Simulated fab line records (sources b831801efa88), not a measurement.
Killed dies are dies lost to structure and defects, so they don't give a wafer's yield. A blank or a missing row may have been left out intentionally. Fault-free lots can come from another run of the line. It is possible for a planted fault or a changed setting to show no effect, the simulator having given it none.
fab line records || flow gf180mcu
[record] {"lots": 6, "wafers": 18, "last-day": 34}
route steps=602 shown STI@1
lots that met no fault: from a run of the same line without faults
start-h: start of the lot's first displayed wafer, in hours after the record's first day || wait-h: time in hours since the lot's previous step || " the same as in the row above || L1.1+2: one row covering several wafers at once || - no value present, or no start provided || * or withheld: withheld || < > ~ a bound
route shown NAME@n: NAME is a module with steps in the file, n the number in the route of the first one || usual: mean/standard deviation of fault-free wafers || same: alike in all rows || chamber/n: place in a boat || sites: readings site by site || _std_site: standard deviation of those values || _edge_site: inner sites' mean taken away from outer sites' mean || radius-mm: for every site, how far away it sits from the centre of the wafer || mask NAME#n: copy n || behind: the most recent tool/chamber to have shaped the wafer || hold: why the lot went on hold/how many hours it stayed there/how the hold came to an end || device: names the non-switching transistor (n, p or np) || end of line: at the end of the route, the tests of the same wafers || step lacking rows: just its recipe || killed: at the first sort, the dies lost to defects and structure; wafer yield is something else || map: shows each die of a wafer: x if killed, . if not, _ if none is there
set.NAME: the setting the step ran with; set.NAME@STEP: the setting that earlier step ran with || model.NAME: the simulator's own value behind a step, which no gauge read
lots seen at some steps along the route; tables by step, rows by wafer
services: when a tool's chamber went out of use (start-h, in hours from the record's first day, below 0 if earlier), for how many hours, and the reason
[[steps]]
[step GF_STI_BOW_MEAS_00]
[recipe] {"mode": "bow"}
[usual] {"INCOMING_BOW": "0/6.4"}
{"lot.wafer": "L232.2", "tool": "film-metro-02", "chamber": "-", "start-h": 55.02, "wait-h": "-", "INCOMING_BOW[um]": -3}
{"lot.wafer": "L232.3", "tool": "film-metro-02", "chamber": "-", "start-h": 55.02, "wait-h": "-", "INCOMING_BOW[um]": -3}
{"lot.wafer": "L232.6", "tool": "film-metro-02", "chamber": "-", "start-h": 55.02, "wait-h": "-", "INCOMING_BOW[um]": -14}
{"lot.wafer": "L233.1", "tool": "film-metro-03", "chamber": "-", "start-h": 60.00, "wait-h": "-", "INCOMING_BOW[um]": 11}
{"lot.wafer": "L233.3", "tool": "film-metro-03", "chamber": "-", "start-h": 60.00, "wait-h": "-", "INCOMING_BOW[um]": 1}
{"lot.wafer": "L233.6", "tool": "film-metro-03", "chamber": "-", "start-h": 60.00, "wait-h": "-", "INCOMING_BOW[um]": -9}
{"lot.wafer": "L234.4", "tool": "film-metro-03", "chamber": "-", "start-h": 65.06, "wait-h": "-", "INCOMING_BOW[um]": -2}
{"lot.wafer": "L234.5", "tool": "film-metro-03", "chamber": "-", "start-h": 65.06, "wait-h": "-", "INCOMING_BOW[um]": 3}
{"lot.wafer": "L234.6", "tool": "film-metro-03", "chamber": "-", "start-h": 65.06, "wait-h": "-", "INCOMING_BOW[um]": -5}
{"lot.wafer": "L244.4", "tool": "film-metro-03", "chamber": "-", "start-h": 115.06, "wait-h": "-", "INCOMING_BOW[um]": -2}
{"lot.wafer": "L244.5", "tool": "film-metro-03", "chamber": "-", "start-h": 115.06, "wait-h": "-", "INCOMING_BOW[um]": -4}
{"lot.wafer": "L244.6", "tool": "film-metro-03", "chamber": "-", "start-h": 115.06, "wait-h": "-", "INCOMING_BOW[um]": -2}
{"lot.wafer": "L245.1", "tool": "film-metro-01", "chamber": "-", "start-h": 120.00, "wait-h": "-", "INCOMING_BOW[um]": -1}
{"lot.wafer": "L245.4", "tool": "film-metro-01", "chamber": "-", "start-h": 120.00, "wait-h": "-", "INCOMING_BOW[um]": -7}
{"lot.wafer": "L245.5", "tool": "film-metro-01", "chamber": "-", "start-h": 120.00, "wait-h": "-", "INCOMING_BOW[um]": -8}
{"lot.wafer": "L246.1", "tool": "film-metro-02", "chamber": "-", "start-h": 125.00, "wait-h": "-", "INCOMING_BOW[um]": -7}
{"lot.wafer": "L246.2", "tool": "film-metro-02", "chamber": "-", "start-h": 125.00, "wait-h": "-", "INCOMING_BOW[um]": 6}
{"lot.wafer": "L246.6", "tool": "film-metro-02", "chamber": "-", "start-h": 125.00, "wait-h": "-", "INCOMING_BOW[um]": 7}
[step GF_STI_OXIDATION_01]
[recipe] {"temp-c": 900, "ambient": "O2", "stabilise-s": 600, "purge-s": 300, "target-thk-a": 100, "ox-time-s": 1418}
[step GF_STI_THK_MEAS_02]
[recipe] {"reads": "SiO2_of_STI_OXIDATION_01"}
[usual] {"STI_OXIDATION_THK": "10.04/0.18"}
{"lot.wafer": "L232.2", "tool": "film-metro-02", "chamber": "-", "start-h": 57.57, "wait-h": 0.0, "STI_OXIDATION_THK[nm]": 10.01}
{"lot.wafer": "L232.3", "tool": "film-metro-02", "chamber": "-", "start-h": 57.57, "wait-h": 0.0, "STI_OXIDATION_THK[nm]": 10.14}
{"lot.wafer": "L232.6", "tool": "film-metro-02", "chamber": "-", "start-h": 57.57, "wait-h": 0.0, "STI_OXIDATION_THK[nm]": 10.22}
{"lot.wafer": "L233.1", "tool": "film-metro-02", "chamber": "-", "start-h": 63.15, "wait-h": 0.0, "STI_OXIDATION_THK[nm]": 9.94}
{"lot.wafer": "L233.3", "tool": "film-metro-02", "chamber": "-", "start-h": 63.15, "wait-h": 0.0, "STI_OXIDATION_THK[nm]": 9.98}
{"lot.wafer": "L233.6", "tool": "film-metro-02", "chamber": "-", "start-h": 63.15, "wait-h": 0.0, "STI_OXIDATION_THK[nm]": 9.95}
{"lot.wafer": "L234.4", "tool": "film-metro-02", "chamber": "-", "start-h": 66.54, "wait-h": 0.0, "STI_OXIDATION_THK[nm]": 9.99}
{"lot.wafer": "L234.5", "tool": "film-metro-02", "chamber": "-", "start-h": 66.54, "wait-h": 0.0, "STI_OXIDATION_THK[nm]": 9.93}
{"lot.wafer": "L234.6", "tool": "film-metro-02", "chamber": "-", "start-h": 66.54, "wait-h": 0.0, "STI_OXIDATION_THK[nm]": 10.03}
{"lot.wafer": "L244.4", "tool": "film-metro-01", "chamber": "-", "start-h": 116.85, "wait-h": 0.0, "STI_OXIDATION_THK[nm]": 9.88}
{"lot.wafer": "L244.5", "tool": "film-metro-01", "chamber": "-", "start-h": 116.85, "wait-h": 0.0, "STI_OXIDATION_THK[nm]": 9.86}
{"lot.wafer": "L244.6", "tool": "film-metro-01", "chamber": "-", "start-h": 116.85, "wait-h": 0.0, "STI_OXIDATION_THK[nm]": 9.93}
{"lot.wafer": "L245.1", "tool": "film-metro-02", "chamber": "-", "start-h": 121.51, "wait-h": 0.0, "STI_OXIDATION_THK[nm]": 10.24}
{"lot.wafer": "L245.4", "tool": "film-metro-02", "chamber": "-", "start-h": 121.51, "wait-h": 0.0, "STI_OXIDATION_THK[nm]": 10.29}
{"lot.wafer": "L245.5", "tool": "film-metro-02", "chamber": "-", "start-h": 121.51, "wait-h": 0.0, "STI_OXIDATION_THK[nm]": 10.14}
{"lot.wafer": "L246.1", "tool": "film-metro-01", "chamber": "-", "start-h": 126.61, "wait-h": 0.0, "STI_OXIDATION_THK[nm]": 9.88}
{"lot.wafer": "L246.2", "tool": "film-metro-01", "chamber": "-", "start-h": 126.61, "wait-h": 0.0, "STI_OXIDATION_THK[nm]": 9.96}
{"lot.wafer": "L246.6", "tool": "film-metro-01", "chamber": "-", "start-h": 126.61, "wait-h": 0.0, "STI_OXIDATION_THK[nm]": 9.84}
[step GF_STI_CVD_03]
[recipe] {"material": "Si3N4", "precursor": "DCS/NH3", "target-thk-nm": 207.16, "temp-c": 770, "time-s": 3551, "pressure-mtorr": 250}
[step GF_STI_THK_MEAS_04]
[recipe] {"reads": "Si3N4_of_STI_CVD_03"}
[usual] {"STI_CVD_03_THK": "207.0/2.1"}
{"lot.wafer": "L232.2", "tool": "film-metro-02", "chamber": "-", "start-h": 59.62, "wait-h": 0.0, "STI_CVD_03_THK[nm]": 206.0}
{"lot.wafer": "L232.3", "tool": "film-metro-02", "chamber": "-", "start-h": 59.62, "wait-h": 0.0, "STI_CVD_03_THK[nm]": 204.1}
{"lot.wafer": "L232.6", "tool": "film-metro-02", "chamber": "-", "start-h": 59.62, "wait-h": 0.0, "STI_CVD_03_THK[nm]": 204.4}
{"lot.wafer": "L233.1", "tool": "film-metro-02", "chamber": "-", "start-h": 65.19, "wait-h": 0.0, "STI_CVD_03_THK[nm]": 209.5}
{"lot.wafer": "L233.3", "tool": "film-metro-02", "chamber": "-", "start-h": 65.19, "wait-h": 0.0, "STI_CVD_03_THK[nm]": 209.1}
{"lot.wafer": "L233.6", "tool": "film-metro-02", "chamber": "-", "start-h": 65.19, "wait-h": 0.0, "STI_CVD_03_THK[nm]": 211.3}
{"lot.wafer": "L234.4", "tool": "film-metro-01", "chamber": "-", "start-h": 68.59, "wait-h": 0.0, "STI_CVD_03_THK[nm]": 206.7}
{"lot.wafer": "L234.5", "tool": "film-metro-01", "chamber": "-", "start-h": 68.59, "wait-h": 0.0, "STI_CVD_03_THK[nm]": 208.4}
{"lot.wafer": "L234.6", "tool": "film-metro-01", "chamber": "-", "start-h": 68.59, "wait-h": 0.0, "STI_CVD_03_THK[nm]": 207.0}
{"lot.wafer": "L244.4", "tool": "film-metro-03", "chamber": "-", "start-h": 118.89, "wait-h": 0.0, "STI_CVD_03_THK[nm]": 204.9}
{"lot.wafer": "L244.5", "tool": "film-metro-03", "chamber": "-", "start-h": 118.89, "wait-h": 0.0, "STI_CVD_03_THK[nm]": 206.2}
{"lot.wafer": "L244.6", "tool": "film-metro-03", "chamber": "-", "start-h": 118.89, "wait-h": 0.0, "STI_CVD_03_THK[nm]": 206.7}
{"lot.wafer": "L245.1", "tool": "film-metro-02", "chamber": "-", "start-h": 123.56, "wait-h": 0.0, "STI_CVD_03_THK[nm]": 207.0}
{"lot.wafer": "L245.4", "tool": "film-metro-02", "chamber": "-", "start-h": 123.56, "wait-h": 0.0, "STI_CVD_03_THK[nm]": 206.7}
{"lot.wafer": "L245.5", "tool": "film-metro-02", "chamber": "-", "start-h": 123.56, "wait-h": 0.0, "STI_CVD_03_THK[nm]": 206.3}
{"lot.wafer": "L246.1", "tool": "film-metro-01", "chamber": "-", "start-h": 128.66, "wait-h": 0.0, "STI_CVD_03_THK[nm]": 206.9}
{"lot.wafer": "L246.2", "tool": "film-metro-01", "chamber": "-", "start-h": 128.66, "wait-h": 0.0, "STI_CVD_03_THK[nm]": 206.4}
{"lot.wafer": "L246.6", "tool": "film-metro-01", "chamber": "-", "start-h": 128.66, "wait-h": 0.0, "STI_CVD_03_THK[nm]": 206.8}
[step GF_STI_DEHYDRATE_05]
[recipe] {"temp-c": 200, "time-s": 60}
[step GF_STI_HMDS_06]
[recipe] {"prime-time-s": 60, "prime-temp-c": 120}
[step GF_STI_COAT_07]
[recipe] {"resist": "KrF", "spin-rpm": "withheld", "resist-thk-nm": 700}
[step GF_STI_SOFTBAKE_08]
[recipe] {"temp-c": 130, "time-s": 60, "resist": "KrF"}
[step GF_STI_EXPOSE_09]
[recipe] {"mask-id": "COMP", "target-cd-nm": 220, "na": 0.68, "source-shape": "conventional", "sigma-outer": 0.6, "dose-mj": 28}
[usual] {"exposure-dose-mJ-cm2": "28.003/0.027", "focus-offset-nm": "0.0/0.57", "stage-vel-mm-s": "500.03/0.24"}
{"lot.wafer": "L232.2", "tool": "krf-scanner-01", "chamber": 0, "start-h": 65.78, "wait-h": "-", "mask": "COMP#0", "exposure-dose-mJ-cm2": 27.994, "focus-offset-nm": -0.1, "stage-vel-mm-s": 499.70}
{"lot.wafer": "L232.3", "tool": "krf-scanner-01", "chamber": 0, "start-h": 65.78, "wait-h": "-", "mask": "COMP#0", "exposure-dose-mJ-cm2": 27.985, "focus-offset-nm": -0.2, "stage-vel-mm-s": 499.59}
{"lot.wafer": "L232.6", "tool": "krf-scanner-01", "chamber": 0, "start-h": 65.78, "wait-h": "-", "mask": "COMP#0", "exposure-dose-mJ-cm2": 28.047, "focus-offset-nm": 0.6, "stage-vel-mm-s": 499.86}
{"lot.wafer": "L233.1", "tool": "krf-scanner-01", "chamber": "-", "start-h": 71.75, "wait-h": "-", "mask": "COMP#0", "exposure-dose-mJ-cm2": "-", "focus-offset-nm": "-", "stage-vel-mm-s": "-"}
{"lot.wafer": "L233.3", "tool": "krf-scanner-01", "chamber": "-", "start-h": 71.75, "wait-h": "-", "mask": "COMP#0", "exposure-dose-mJ-cm2": "-", "focus-offset-nm": "-", "stage-vel-mm-s": "-"}
{"lot.wafer": "L233.6", "tool": "krf-scanner-01", "chamber": "-", "start-h": 71.75, "wait-h": "-", "mask": "COMP#0", "exposure-dose-mJ-cm2": "-", "focus-offset-nm": "-", "stage-vel-mm-s": "-"}
{"lot.wafer": "L234.4", "tool": "krf-scanner-02", "chamber": "-", "start-h": 75.14, "wait-h": "-", "mask": "COMP#0", "exposure-dose-mJ-cm2": "-", "focus-offset-nm": "-", "stage-vel-mm-s": "-"}
{"lot.wafer": "L234.5", "tool": "krf-scanner-02", "chamber": "-", "start-h": 75.14, "wait-h": "-", "mask": "COMP#0", "exposure-dose-mJ-cm2": "-", "focus-offset-nm": "-", "stage-vel-mm-s": "-"}
{"lot.wafer": "L234.6", "tool": "krf-scanner-02", "chamber": "-", "start-h": 75.14, "wait-h": "-", "mask": "COMP#0", "exposure-dose-mJ-cm2": "-", "focus-offset-nm": "-", "stage-vel-mm-s": "-"}
{"lot.wafer": "L244.4", "tool": "krf-scanner-02", "chamber": 0, "start-h": 126.64, "wait-h": "-", "mask": "COMP#0", "exposure-dose-mJ-cm2": 28.003, "focus-offset-nm": 0.7, "stage-vel-mm-s": 500.09}
{"lot.wafer": "L244.5", "tool": "krf-scanner-02", "chamber": 0, "start-h": 126.64, "wait-h": "-", "mask": "COMP#0", "exposure-dose-mJ-cm2": 28.004, "focus-offset-nm": 0.1, "stage-vel-mm-s": 499.99}
{"lot.wafer": "L244.6", "tool": "krf-scanner-02", "chamber": 0, "start-h": 126.64, "wait-h": "-", "mask": "COMP#0", "exposure-dose-mJ-cm2": 27.990, "focus-offset-nm": 1.2, "stage-vel-mm-s": 500.38}
{"lot.wafer": "L245.1", "tool": "krf-scanner-01", "chamber": 0, "start-h": 131.28, "wait-h": "-", "mask": "COMP#0", "exposure-dose-mJ-cm2": 27.928, "focus-offset-nm": 0.4, "stage-vel-mm-s": 499.83}
{"lot.wafer": "L245.4", "tool": "krf-scanner-01", "chamber": 0, "start-h": 131.28, "wait-h": "-", "mask": "COMP#0", "exposure-dose-mJ-cm2": 27.961, "focus-offset-nm": 0.4, "stage-vel-mm-s": 500.03}
{"lot.wafer": "L245.5", "tool": "krf-scanner-01", "chamber": 0, "start-h": 131.28, "wait-h": "-", "mask": "COMP#0", "exposure-dose-mJ-cm2": 27.944, "focus-offset-nm": 0.2, "stage-vel-mm-s": 500.02}
{"lot.wafer": "L246.1", "tool": "krf-scanner-02", "chamber": 0, "start-h": 136.38, "wait-h": "-", "mask": "COMP#0", "exposure-dose-mJ-cm2": 28.042, "focus-offset-nm": -0.4, "stage-vel-mm-s": 499.89}
{"lot.wafer": "L246.2", "tool": "krf-scanner-02", "chamber": 0, "start-h": 136.38, "wait-h": "-", "mask": "COMP#0", "exposure-dose-mJ-cm2": 28.039, "focus-offset-nm": -0.8, "stage-vel-mm-s": 500.16}
{"lot.wafer": "L246.6", "tool": "krf-scanner-02", "chamber": 0, "start-h": 136.38, "wait-h": "-", "mask": "COMP#0", "exposure-dose-mJ-cm2": 28.031, "focus-offset-nm": -0.4, "stage-vel-mm-s": 500.16}
[step GF_STI_PEB_10]
[recipe] {"peb-temp-c": 135, "peb-time-s": 90, "resist": "KrF"}
[[services]]
{"tool": "krf-scanner-02", "chamber": "-", "start-h": 118.21, "hours": 1.0, "kind": "pm"}
[[key]]
[first-sign] {"step": "GF_STI_EXPOSE_09", "reading": "tool-record", "direction": "missing"}
effect none on later readings
met-at GF_STI_EXPOSE_09
struck-wafers L233.1,L233.3,L233.6,L234.4,L234.5,L234.6
later-rows-left-out L233.1,L233.3,L233.6,L234.4,L234.5,L234.6
sort-left-out L233.1,L233.3,L233.6,L234.4,L234.5,L234.6
tester-left-out L233,L234
onset-between 65.78 71.75
[fault] {"kind": "skipped-step-whole", "tool": "krf-scanner-01,krf-scanner-02", "chamber": "-", "onset-h": 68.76, "steps": "GF_STI_EXPOSE_09", "scope": "struck-lots-only"}
// tester-left-out: of these lots the tester's yield and bins aren't shown, on N5 and GAA mostly nor the transistor test; their killed dies are dies lost to structure and defects alone, not to doping, threshold or leakage, so they don't give the yield
// sort-left-out: the simulated sort isn't trusted on such a fault, so these wafers' sort isn't shown, and their yield isn't known
// later-rows-left-out: the simulator's readings of these wafers behind a module that went badly wrong aren't trusted and aren't shown, but for the sort
